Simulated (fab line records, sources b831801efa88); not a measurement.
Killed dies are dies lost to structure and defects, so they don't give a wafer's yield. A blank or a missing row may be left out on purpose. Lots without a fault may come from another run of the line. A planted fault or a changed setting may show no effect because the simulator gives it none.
A struck lot beside a sound one | flow gf180mcu | 44 steps out of a route of 602
Sound: wafers L271.1, L271.2, L271.5. Struck: wafers L283.4, L283.5, L283.6. The cause comes at the end.
At each step with rows: each side's tool, then ch and its chambers, then its first start. Under that, the readings that differ: sound wafers | struck wafers | difference of the means | sigmas: that difference in standard deviations of wafers without a fault.
alike: readings whose means differ by less than 2 such deviations, and words and numbers that are the same on both sides. not compared: withheld readings, readings that some wafer has no value for, bounds like >300 that may hide the same value, and numbers for which the record gives no deviation and whose values overlap.
The two part at a step that has a row with sigmas, a row that says differs or no value, or rows on one side only. Numbers that don't overlap but have no deviation are shown without sigmas and don't part them. A reading that every wafer of one side lacks parts them only if that side has two wafers or more.

first, 1 step without rows for these wafers: GF_V4_CLEAN_20 (cleans in DIW).
GF_V4_SPUTTER_21: material Ti, target thk 15 nm, time 80.02 s.
  sound on pvd_sputter-01, day 25 06:44; struck on pvd_sputter-03, day 29 13:58
  alike: throttle_valve_pct
then, 2 steps without rows for these wafers: GF_V4_SPUTTER_22 (material TiN, target thk 10 nm, time 40 s); GF_V4_CVD_23 (deposits W, target thk 350 nm, time 104.9 s).
GF_V4_RS_MEAS_24: measures by four-point-probe.
  sound on film_metro-01, day 25 06:57; struck on film_metro-01, day 29 14:14
  alike: V4_W_RS
GF_V4_THK_MEAS_25: measures by xrf.
  sound on film_metro-01, day 25 07:04; struck on film_metro-01, day 29 14:20
  alike: V4_W_THK
then, 2 steps without rows for these wafers: GF_V4_CMP_26 (polishes, stops on SiO2, t overpolish 15 s, target thk 0 nm); GF_MIM_SPUTTER_00 (material Ti, target thk 37.5 nm, time 150 s).
GF_MIM_SPUTTER_01: material TiN, target thk 30 nm, time 25 s.
  sound on pvd_sputter-01, day 25 07:32; struck on pvd_sputter-01, day 29 14:46
  alike: throttle_valve_pct
then, 3 steps without rows for these wafers: GF_MIM_SPUTTER_02 (material AlCu, target thk 450 nm, time 23.9 s); GF_MIM_SPUTTER_03 (material Ti, target thk 10 nm, time 6.7 s); GF_MIM_SPUTTER_04 (material TiN, target thk 50 nm, time 41.7 s).
GF_MIM_CVD_05: deposits Si3N4, target thk 42 nm, time 29.086 s.
  sound on pecvd-01 ch 0,2, day 25 07:39; struck on pecvd-01 ch 0,1,2, day 29 14:54
  reading                               | sound          | struck           | difference | sigmas
  model.Si3N4_of_MIM_CVD_05.thk_nm (nm) | 41.57 40.42 42 | 56.9 56.48 57.37 | +15.6      |
  alike: heater_power_outer_w, heater_power_w, susceptor_temp_C
  not compared: since_wet_clean_h
GF_MIM_THK_MEAS_06:
  sound on film_metro-04, day 25 07:41; struck on film_metro-02, day 29 14:56
  reading             | sound          | struck         | difference | sigmas
  MIM_CVD_05_THK (nm) | 41.6 40.4 42.0 | 56.9 56.5 57.4 | +15.6      | +24
then, 1 step without rows for these wafers: GF_MIM_SPUTTER_07 (material TiN, target thk 60 nm, time 50 s).
GF_MIM_SPUTTER_08: material AlCu, target thk 200 nm, time 10.6 s.
  sound on pvd_sputter-01, day 25 07:47; struck on pvd_sputter-04, day 29 15:01
  alike: throttle_valve_pct
then, 1 step without rows for these wafers: GF_MIM_SPUTTER_09 (material TiN, target thk 35 nm, time 29.2 s).
GF_MIM_RS_MEAS_10: measures by four-point-probe.
  sound on film_metro-02, day 25 07:50; struck on film_metro-04, day 29 15:08
  alike: MIM_ALCU_RS
GF_MIM_THK_MEAS_11: measures by xrf.
  sound on film_metro-02, day 25 07:58; struck on film_metro-04, day 29 15:13
  alike: MIM_ALCU_THK
then, 7 steps without rows for these wafers: GF_MIM_DEHYDRATE_12 (time 60 s); GF_MIM_HMDS_13 (prime time 60 s); GF_MIM_COAT_14 (resist thk 1000 nm); GF_MIM_SOFTBAKE_15 (time 60 s); GF_MIM_EXPOSE_16 (exposes mask FuseTop, target cd 2000 nm); GF_MIM_PEB_17; GF_MIM_DEVELOP_18 (develop time 60 s).
GF_MIM_METAL_ETCH_19: etches the open film in Cl2/BCl3, stops on Si3N4, target depth 324.5 nm, time 54.1 s.
  sound on rie_metal-02 ch 0,1, day 26 04:17; struck on rie_metal-02 ch 0,1, day 30 09:31
  alike: drypump_motor_current_A, oes_product_au, throttle_valve_pct
  not compared: rf_hours_counter_h
then, 10 steps without rows for these wafers: GF_MIM_STRIP_20 (strips in O2/N2); GF_MIM_STRIP_21 (strips in post etch residue remover, time 1200 s); GF_MIM_CLEAN_22 (cleans in DIW); GF_M5_DEHYDRATE_00 (time 60 s); GF_M5_HMDS_01 (prime time 60 s); GF_M5_COAT_02 (resist thk 1000 nm); GF_M5_SOFTBAKE_03 (time 60 s); GF_M5_EXPOSE_04 (exposes mask Metal5, target cd 280 nm); GF_M5_PEB_05 (peb time 90 s); GF_M5_DEVELOP_06 (develop time 60 s).
GF_M5_CD_MEAS_07: target cd 280 nm.
  sound on cd_sem-02, day 27 01:09; struck on cd_sem-02, day 31 03:19
  alike: cd_nm
GF_M5_OVL_MEAS_08:
  sound on overlay-01, day 27 01:16; struck on overlay-02, day 31 03:23
  alike: M5_OVL
then, 2 steps without rows for these wafers: GF_M5_ETCH_09 (etches Si3N4 in CF4/O2, target depth 52 nm, time 11.6 s); GF_M5_METAL_ETCH_10 (etches the open film in Cl2/BCl3, stops on SiO2, target depth 627.5 nm, time 104.6 s).
GF_M5_STRIP_11: strips in O2/N2.
  sound on plasma_asher-03 ch 0,1, day 27 01:33; struck on plasma_asher-04 ch 0,1, day 31 03:35
  alike: drypump_motor_current_A, heater_power_w, oes_product_au, strip_time_to_endpoint_s
  not compared: rf_hours_counter_h
GF_M5_STRIP_12: strips in post etch residue remover, time 1200 s.
  sound on wet_bench-03 ch 0, day 27 01:39; struck on wet_bench-02 ch 3, day 31 03:38
  reading                               | sound             | struck            | difference | sigmas
  model.Si3N4_of_MIM_CVD_05.thk_nm (nm) | 40.86 39.71 41.29 | 56.17 55.75 56.64 | +15.57     |
-- the record jumps here: 2 days lie between the struck wafers' starts before and after (it left off in module M5 and takes up again in module PASSIVATION, whose first step shown is number 602 of the route) --
GF_PASSIVATION_PROBE_99:
  sound on prober-01, day 29 17:49; struck on prober-01, day 33 11:37
  reading                               | sound               | struck              | difference | sigmas
  model.etest.tester.sort_n_pass        | 442 439 442         | 153 156 56          | -319       |
  model.etest.tester.sort_yield_pct (%) | 89.84 89.23 89.84   | 31.1 31.71 11.38    | -64.9      |
  model.etest.tester.sort_bin_5_pct (%) | 6.911 6.707 4.675   | 65.24 63.21 84.15   | +64.77     |
  model.etest.ldpmos_10p0.drive_ua_um   | 260.8 261.4 259.3   | 256.1 252.6 253.2   | -6.5       |
  model.etest.cap_mim.bv_v (V)          | 24.9 23.85 24.63    | 34.73 31.84 34.63   | +9.27      |
  model.etest.cap_mim.leak_log10_a_cm2  | -8.93 -8.745 -8.906 | -9.93 -10.02 -10.05 | -1.14      |
  model.etest.cap_mim.c_ff_um2          | 1.495 1.533 1.485   | 1.094 1.097 1.072   | -0.417     |
  not compared: model.etest.ldpmos_10p0.r_on_ohm_um

WHERE THEY PART
Only at GF_MIM_THK_MEAS_06, within this record. Later steps at which nothing parts them and some readings are alike: GF_MIM_SPUTTER_08, GF_MIM_RS_MEAS_10, GF_MIM_THK_MEAS_11, GF_MIM_METAL_ETCH_19, GF_M5_CD_MEAS_07, GF_M5_OVL_MEAS_08, GF_M5_STRIP_11.

WHY: what the simulator had put in
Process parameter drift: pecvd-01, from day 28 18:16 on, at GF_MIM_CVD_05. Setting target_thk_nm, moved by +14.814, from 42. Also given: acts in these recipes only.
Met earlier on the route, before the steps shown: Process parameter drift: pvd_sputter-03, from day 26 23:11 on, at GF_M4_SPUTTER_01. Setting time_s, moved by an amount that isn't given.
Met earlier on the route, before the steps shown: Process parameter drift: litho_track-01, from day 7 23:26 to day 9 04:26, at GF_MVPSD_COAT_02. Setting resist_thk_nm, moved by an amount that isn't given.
